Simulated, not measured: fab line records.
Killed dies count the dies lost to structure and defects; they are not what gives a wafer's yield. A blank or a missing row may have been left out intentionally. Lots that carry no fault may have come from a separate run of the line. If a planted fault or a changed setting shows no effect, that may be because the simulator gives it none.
Code-filled problem report in 8D (eight disciplines) form | flow sky130 | the parts of the form that need people (team, actions taken, sign-off) are left out

1. PROBLEM STATEMENT
run length s at SKY_LOCAL_INTERCONNECT_METAL_ETCH_14 reads a mean of 61.41 s on 4 wafers of 3 lots; wafers without a fault read 59.53 s with a standard deviation of 0.28. Relative to the usual mean, that is a shift of +6.7 standard deviations.
The step: etches TiN in Cl2/BCl3, stops on PSG, target depth 110 nm, time 31.4 s.
First seen on wafer L442.1, day 32 08:55, on rie metal-04. The record has a number at this step for 19 wafers belonging to 7 lots. Rule for "out" (also "out of limits"): further than 4 standard deviations from the usual mean. All remaining wafers that have a number are taken as sound.

2. WHAT IT IS AND WHAT IT IS NOT
question                    | is                             | is not
which readings at this step | run length s                   | drypump motor current A, he backside leak sccm
which lots                  | L442, L443, L445               | L439, L451, L453, L456
which wafers of those lots  | L442.1, L443.1, L443.2, L445.2 | L442.5, L445.4, L445.5
read on which tools         | rie metal-04                   | rie metal-03
when                        | from day 32 08:55              | up to then (4 sound wafers); but 11 sound wafers of L445, L451, L453, L456 came after

3. SUSPECTS, AND WHAT RULES EACH OUT
Counting: a tool at a process step up to the reading stays a suspect if it ran every lot that is out. Sound lots after the first of them don't rule it out here, since some wafers of a struck lot are sound.
- rie metal-04 at SKY_LOCAL_INTERCONNECT_ETCH_13 (etches BARC in N2/H2, stops on SiO2, time 45.9 s, target depth 60 nm): kept. It ran every lot that is out, first L442 (day 32 08:51).
- rie metal-04 at SKY_LOCAL_INTERCONNECT_METAL_ETCH_14 (etches TiN in Cl2/BCl3, stops on PSG, target depth 110 nm, time 31.4 s): kept. It ran every lot that is out, first L442 (day 32 08:55). Its own run length s readings are out on those wafers.
After counting, rie metal-04 at SKY_LOCAL_INTERCONNECT_ETCH_13 and rie metal-04 at SKY_LOCAL_INTERCONNECT_METAL_ETCH_14 remain.

4. THE CAUSE (what the simulator had put in)
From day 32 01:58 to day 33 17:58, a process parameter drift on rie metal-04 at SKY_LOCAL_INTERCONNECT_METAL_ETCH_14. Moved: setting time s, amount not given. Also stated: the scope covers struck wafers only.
Counting leaves 2 suspects; this tool is one of them.

5. THE CHAIN OF EFFECTS, in route order
Rows list readings where the struck wafers' mean (over those with a number) sits beyond 3 standard deviations from the usual. Readings are gone through only where the record gives a usual standard deviation; hours: the median, over the lots, of the time from a lot's start at the first step in this table giving one to that lot's start at this step; sigmas: the change measured in usual standard deviations.
hours | step                                 | reading        | usual      | on struck wafers | change | sigmas
0     | SKY_LOCAL_INTERCONNECT_METAL_ETCH_14 | oes product au | 0.941 a.u. | 0.909            | -0.032 | -3.8
0     | SKY_LOCAL_INTERCONNECT_METAL_ETCH_14 | run length s   | 59.53 s    | 61.41            | +1.88  | +6.7
Here are the process steps it includes:
- SKY_LOCAL_INTERCONNECT_METAL_ETCH_14: etches TiN in Cl2/BCl3, stops on PSG, target depth 110 nm, time 31.4 s.

6. HOW IT WOULD HAVE BEEN CAUGHT EARLIER
The fault began at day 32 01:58; the first out-of-limits reading in this record came at day 32 08:55, 7 hours later.
